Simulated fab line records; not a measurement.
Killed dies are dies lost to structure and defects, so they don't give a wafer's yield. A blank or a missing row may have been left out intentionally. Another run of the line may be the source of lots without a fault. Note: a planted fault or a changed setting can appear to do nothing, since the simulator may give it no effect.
Split-lot experiment ; flow sfq-line ; 23 wafers read across 5 lots, on a route 325 steps long

THE SPLIT ITSELF
At SFQ_TRILAYER_L0_VIA_LITHO_EXPOSE_014 (exposes mask L0V, target cd 700 nm), the setting dose-mj was moved away from the recipe's 21.3 on 7 of the 23 wafers read, by -7.4% to -5.0%. This setting was run at the recipe's value on the other wafers.

FROM THE SPLIT TO THE READING: what the file shows between them, 2 steps
- SFQ_TRILAYER_L0_VIA_LITHO_PEB_016: peb time 60 s
- SFQ_TRILAYER_L0_VIA_LITHO_DEVELOP_015: time 60 s

THE READING
L0V.cd-nm (the simulator's own value, which no gauge read), in nm, at SFQ_TRILAYER_L0_VIA_BARC_OPEN_VIA_ETCH_021 (etches BARC in O2, target depth 125 nm, time 41.7 s). The file gives no usual value for it. Average 700.1 nm, standard deviation 2 nm, over the 16 wafers here run with the recipe.

wafer;tool, chamber at the split;dose-mj as run;against the recipe;L0V.cd-nm, nm;against lot-mates on the recipe
L074.1;krf-scanner-02, 0;19.73;-7.4%;689;-12.6
L074.2;krf-scanner-02, 0;19.73;-7.4%;689.1;-12.5
L074.3;krf-scanner-02, 0;21.3;recipe;702.3;-
L074.4;krf-scanner-02, 0;21.3;recipe;700.3;-
L074.6;krf-scanner-02, 0;21.3;recipe;702.1;-
L075.3;krf-scanner-01, 0;21.3;recipe;695.5;-
L075.4;krf-scanner-01, 0;21.3;recipe;698.2;-
L075.5;krf-scanner-01, 0;21.3;recipe;697.2;-
L076.2;krf-scanner-01, 0;21.3;recipe;699.1;-
L076.3;krf-scanner-01, 0;21.3;recipe;699.4;-
L076.4;krf-scanner-01, 0;21.3;recipe;700.4;-
L076.6;krf-scanner-01, 0;21.3;recipe;700.4;-
L076.5;krf-scanner-01, 0;21.3;recipe;698.9;-
L077.1;krf-scanner-01, 0;19.79;-7.1%;688.2;-14.9
L077.3;krf-scanner-01, 0;21.3;recipe;702.4;-
L077.4;krf-scanner-01, 0;21.3;recipe;703.8;-
L077.5;krf-scanner-01, 0;19.79;-7.1%;688.9;-14.2
L077.6;krf-scanner-01, 0;19.79;-7.1%;691.6;-11.5
L083.2;krf-scanner-02, 0;21.3;recipe;699.8;-
L083.3;krf-scanner-02, 0;20.23;-5.0%;691.1;-9.2
L083.4;krf-scanner-02, 0;21.3;recipe;700.7;-
L083.5;krf-scanner-02, 0;20.23;-5.0%;692.5;-7.8
L083.6;krf-scanner-02, 0;21.3;recipe;700.4;-

THE FIT
A straight line over all 23 wafers: L0V.cd-nm changes by +1.51 nm for each +1% of dose-mj; r = +0.93; the points scatter about the line by 1.9 nm.
The same after taking each lot's own level away (the mean of its wafers on the recipe; 23 wafers): +1.8 nm for each +1%; r = +0.99; scatter 0.99 nm.
That fit puts the effect of the largest move of dose-mj on the reading at 13 nm.
Measured against the standard deviation above, the lots' own levels, which go from 696.97 to 703.10 nm, span 3.1 times it.
In other words, the slope is changed by the lot-to-lot level; the two fits disagree.
Check: with one of the wafers moved furthest among these (-7.4%) left out of the fit, the line predicts -13.4 nm for it against its lot-mates. It came out at -12.6 nm against them.

ADDITIONAL SPLITS CARRIED BY THESE WAFERS
Before the reading, these wafers also passed through other splits. Each is held against what the fit with the lots' levels taken away leaves over:
other split on the same wafers;wafers away from the commonest value;r with L0V.cd-nm (lot level and that fit taken away)
SFQ_TRILAYER_L0_LITHO_COAT_005 spin-rpm;6;-0.07

FILE'S OWN FIT
L0V.cd-nm changes by +1.78 nm for each +1% of dose-mj, r = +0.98.
